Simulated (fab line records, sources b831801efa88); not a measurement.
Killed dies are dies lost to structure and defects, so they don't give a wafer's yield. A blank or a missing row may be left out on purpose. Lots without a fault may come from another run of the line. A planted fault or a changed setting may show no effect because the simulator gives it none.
fab line records | flow sky130
record lots=13 wafers=39 last_day=50
route steps=708 shown NWELL@79 POLY_GATE@228 LDD_N@248 LDD_HVP@285
lots that met no fault: from a run of the same line without faults
start_h: hours from the record's first day to the start of the lot's first wafer shown | wait_h: hours since the lot's step before | " the same as in the row above | L1.1+2: a row that stands for several wafers | - no value, or no start given | * or withheld: withheld | < > ~ a bound
route shown NAME@n: a module of which the file shows steps, and the number in the route of the first | usual: mean/standard deviation of fault-free wafers | same: alike in all rows | chamber/n: place in a boat | sites: the reading at each site | _std_site: their standard deviation | _edge_site: outer sites' mean less inner sites' | radius_mm: how far each site lies from the wafer's centre | mask NAME#n: copy n | behind: the tool/chamber that last shaped the wafer | hold: why the lot was held/for how many hours/how that ended | device: the transistor (n, p or np) that didn't switch | end of line: the same wafers' tests at the end of the route | a step without rows: its recipe alone | killed: dies lost to structure and defects at the first sort, not the wafer's yield | map: a wafer's dies, x killed, . not, _ none there
set.NAME: the setting as run; set.NAME@STEP: as run at that earlier step | model.NAME: the simulator's own value behind a step, which no gauge read
steps of the route over a sample of lots; a table a step, a row a wafer
services: from which hour (start_h, from the record's first day; less than 0 if before it) a tool's chamber was out of use, for how many hours, and why
## steps
# step SKY_NWELL_TW_MEAS_26
# usual NWELL_2_TW=492/4.8
# columns lot.wafer tool chamber start_h wait_h NWELL_2_TW
L367.3 film_metro-03 - 106.73 0.1 494
L367.5 " - " " 492
L367.6 " - " " 493
L368.2 film_metro-04 - 108.73 0.1 501
L368.3 " - " " 502
L368.4 " - " " 501
L369.2 film_metro-02 - 112.53 0.1 485
L369.3 " - " " 486
L369.6 " - " " 489
L370.1 film_metro-03 - 120.33 0.1 496
L370.4 " - " " 495
L370.6 " - " " 496
L371.2 film_metro-03 - 122.93 0.1 497
L371.5 " - " " 494
L371.6 " - " " 496
L374.1 film_metro-04 - 145.52 0.1 500
L374.4 " - " " 502
L374.5 " - " " 498
L378.1 film_metro-03 - 169.02 0.1 493
L378.2 " - " " 497
L378.3 " - " " 493
L380.3 film_metro-02 - 182.34 0.1 489
L380.4 " - " " 489
L380.6 " - " " 492
L384.4 film_metro-02 - 216.34 0.1 488
L384.5 " - " " 486
L384.6 " - " " 485
L386.2 film_metro-02 - 220.47 0.1 489
L386.3 " - " " 488
L386.4 " - " " 491
L388.1 film_metro-04 - 231.36 0.1 492
L388.4 " - " " 493
L388.6 " - " " 496
L389.3 film_metro-04 - 238.09 0.1 493
L389.4 " - " " 496
L389.5 " - " " 497
L390.1 film_metro-02 - 243.38 0.1 486
L390.3 " - " " 486
L390.5 " - " " 486
# step SKY_POLY_GATE_OVL_MEAS_14
# usual POLY_GATE_OVL=1/6.2
# columns lot.wafer tool chamber start_h wait_h POLY_GATE_OVL[nm]
L367.3 overlay-01 - 370.83 0.1 -6
L367.5 " - " " -3
L367.6 " - " " 8
L368.2 overlay-01 - 374.35 0.1 -5
L368.3 " - " " -1
L368.4 " - " " -6
L369.2 overlay-02 - 384.57 0.1 11
L369.3 " - " " 6
L369.6 " - " " 3
L370.1 overlay-02 - 391.91 0.1 1
L370.4 " - " " 13
L370.6 " - " " 5
L371.2 overlay-02 - 406.72 0.1 -2
L371.5 " - " " -8
L371.6 " - " " -11
L374.1 overlay-01 - 426.76 0.1 -6
L374.4 " - " " -6
L374.5 " - " " -2
L378.1 overlay-02 - 466.91 0.1 6
L378.2 " - " " 1
L378.3 " - " " 8
L380.3 overlay-01 - 488.93 0.1 5
L380.4 " - " " 5
L380.6 " - " " 0
L384.4 overlay-01 - 534.36 0.1 -2
L384.5 " - " " -4
L384.6 " - " " -4
L386.2 overlay-02 - 539.09 0.1 1
L386.3 " - " " -2
L386.4 " - " " -7
L388.1 overlay-02 - 551.79 0.1 -8
L388.4 " - " " -8
L388.6 " - " " 0
L389.3 overlay-02 - 559.00 0.1 1
L389.4 " - " " 13
L389.5 " - " " 5
L390.1 overlay-02 - 567.91 0.1 2
L390.3 " - " " 0
L390.5 " - " " 6
# step SKY_LDD_N_IMPLANT_11
# recipe species=As energy_kev=20 dose_cm2=7.5e+13 tilt_deg=withheld rotation_deg=293
# usual dose_ions_cm2=7.5e+13/8.4e+10 faraday_current_uA=423/8.7
# columns lot.wafer tool chamber start_h wait_h dose_ions_cm2 faraday_current_uA
L367.3 implanter-03 0 402.23 0.1 7.499e+13 420
L367.5 " 0 " " 7.517e+13 422
L367.6 " 0 " " 7.504e+13 425
L368.2 implanter-03 0 405.95 0.1 7.497e+13 413
L368.3 " 0 " " 7.507e+13 420
L368.4 " 0 " " 7.487e+13 422
L369.2 implanter-01 0 416.10 0.1 7.508e+13 435
L369.3 " 0 " " 7.511e+13 417
L369.6 " 0 " " 7.508e+13 420
L370.1 implanter-03 0 423.12 0.1 7.498e+13 422
L370.4 " 0 " " 7.511e+13 440
L370.6 " 0 " " 7.503e+13 404
L371.2 implanter-03 0 438.40 0.1 7.507e+13 416
L371.5 " 0 " " 7.502e+13 417
L371.6 " 0 " " 7.504e+13 428
L374.1 implanter-01 0 464.68 0.1 7.497e+13 421
L374.4 " 0 " " 7.502e+13 433
L374.5 " 0 " " 7.493e+13 431
L378.1 implanter-01 0 499.73 0.1 6.416e+13 360
L378.2 " 0 " " 6.395e+13 355
L378.3 " 0 " " 6.421e+13 375
L380.3 implanter-01 0 521.37 0.1 6.412e+13 353
L380.4 " 0 " " 6.416e+13 358
L380.6 " 0 " " 6.406e+13 356
L384.4 implanter-02 0 566.31 0.1 7.51e+13 424
L384.5 " 0 " " 7.51e+13 428
L384.6 " 0 " " 7.516e+13 435
L386.2 implanter-02 0 570.76 0.1 7.498e+13 437
L386.3 " 0 " " 7.502e+13 431
L386.4 " 0 " " 7.503e+13 420
L388.1 implanter-01 0 583.13 0.1 7.493e+13 413
L388.4 " 0 " " 7.498e+13 415
L388.6 " 0 " " 7.49e+13 423
L389.3 implanter-02 0 591.02 0.1 7.506e+13 438
L389.4 " 0 " " 7.503e+13 419
L389.5 " 0 " " 7.5e+13 419
L390.1 implanter-02 0 599.68 0.1 7.501e+13 430
L390.3 " 0 " " 7.509e+13 423
L390.5 " 0 " " 7.504e+13 420
# step SKY_LDD_HVP_OVL_MEAS_07
# usual LDD_HVP_OVL=-0.1/1.3
# columns lot.wafer tool chamber start_h wait_h LDD_HVP_OVL[nm]
L367.3 overlay-02 - 493.90 0.1 -0.8
L367.5 " - " " 0.7
L367.6 " - " " 0.6
L368.2 overlay-02 - 498.10 0.1 -0.9
L368.3 " - " " -1.2
L368.4 " - " " -0.2
L369.2 overlay-02 - 508.08 0.1 -0.9
L369.3 " - " " -1.4
L369.6 " - " " -2.5
L370.1 overlay-02 - 515.89 0.1 0.7
L370.4 " - " " -0.9
L370.6 " - " " -1.2
L371.2 overlay-02 - 530.53 0.1 1.9
L371.5 " - " " 2.2
L371.6 " - " " 3.7
L374.1 overlay-01 - 556.57 0.1 2.2
L374.4 " - " " 1.6
L374.5 " - " " 2.7
L378.1 overlay-01 - 591.49 0.1 -0.4
L378.2 " - " " 1.3
L378.3 " - " " 1.0
L380.3 overlay-02 - 610.55 0.1 -0.3
L380.4 " - " " -0.5
L380.6 " - " " 0.2
L384.4 overlay-01 - 654.86 0.1 1.7
L384.5 " - " " -1.0
L384.6 " - " " -0.6
L386.2 overlay-02 - 660.02 0.1 -1.3
L386.3 " - " " -1.5
L386.4 " - " " -0.9
L388.1 overlay-01 - 671.14 0.1 -0.1
L388.4 " - " " -0.4
L388.6 " - " " 0.0
L389.3 overlay-01 - 679.70 0.1 -0.1
L389.4 " - " " 0.9
L389.5 " - " " 1.2
L390.1 overlay-01 - 688.24 0.1 -2.1
L390.3 " - " " -1.5
L390.5 " - " " -0.4
## services
# columns tool chamber start_h hours kind
implanter-02 - 394.73 6.7 pm
implanter-03 - 420.01 2.3 repair
implanter-01 - 456.49 6.4 repair
implanter-03 - 461.44 5.3 pm
implanter-02 - 510.49 1.0 repair
implanter-01 - 522.30 2.5 repair
implanter-02 - 539.66 1.3 repair
implanter-03 - 543.57 42.0 pm
## key
first_sign step=SKY_LDD_N_IMPLANT_11 reading=dose_ions_cm2 direction=down sigmas=99+ usual=* struck=*
effect step=SKY_LDD_N_IMPLANT_11 reading=faraday_current_uA direction=down sigmas=7.3 usual=423 struck=359
met_at SKY_LDD_N_IMPLANT_11
struck_lots L378,L380
tester_left_out L378,L380
not_acting_at SKY_NWELL_TW_MEAS_26,SKY_POLY_GATE_OVL_MEAS_14,SKY_LDD_HVP_OVL_MEAS_07
onset_between 464.68 499.73
fault kind=process_parameter_drift tool=implanter-01 chamber=- onset_h=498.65 steps=SKY_LDD_N_IMPLANT_11 channel=dose_cm2 offset=* shape=step end_h=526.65 acts_in=* stated=*
# tester_left_out: of these lots the tester's yield and bins aren't shown, on N5 and GAA mostly nor the transistor test; their killed dies are dies lost to structure and defects alone, not to doping, threshold or leakage, so they don't give the yield
